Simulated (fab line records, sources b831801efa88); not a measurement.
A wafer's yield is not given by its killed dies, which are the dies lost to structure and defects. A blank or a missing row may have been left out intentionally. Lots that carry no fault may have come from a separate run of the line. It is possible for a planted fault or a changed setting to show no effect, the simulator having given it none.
Chamber matching ; flow gf180mcu ; GF_SAB_CVD_00 on pecvd-04 has 3 sister chambers
The step deposits SiO2 from TEOS, target thk 50 nm, time 4.9302 s. 6 wafers are shown with their chamber, then 8 later ones without.

## WAFERS WITH THEIR CHAMBER
wafer;chamber;heaterPowerW (W)
L089.5;0;754
L089.6;1;639
L090.1;2;675
L090.2;0;814
L090.3;1;510
L090.4;2;689

## WAFERS WITH NO CHAMBER GIVEN
wafer;heaterPowerW (W)
L090.5;787
L090.6;505
L091.1;590
L091.2;676
L091.3;837
L091.4;856
L091.5;669
L091.6;599

## WHICH CHAMBER EACH WENT THROUGH
wafer;from the rows above;in truth
L090.5;can't be placed: 0 or 2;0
L090.6;can't be placed: 1 or 2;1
L091.1;can't be placed: 1 or 2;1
L091.2;can't be placed: 2 or 1 or 0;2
L091.3;can't be placed: 0 or 2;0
L091.4;can't be placed: 0 or 2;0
L091.5;can't be placed: 2 or 1 or 0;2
L091.6;can't be placed: 1 or 2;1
0 of 8 placed correctly. Can't be placed from these rows: 8 (the true chamber is among the candidates in 8). Number placed wrongly: 0.
How it was worked out, from the rows above alone: a wafer's distance from a chamber is the root of the sum, over the readings, of the square of ((its reading less the chamber's mean) divided by the reading's scatter). If the next closest chamber is less than 2 further off than the closest, the wafer can't be placed; otherwise it belongs to the closest. For every chamber, the mean is computed from those of its wafers that are shown. The scatter: take each reading less its chamber's mean, square it, sum over the shown wafers, divide by the number of wafers less the number of chambers, and take the root.
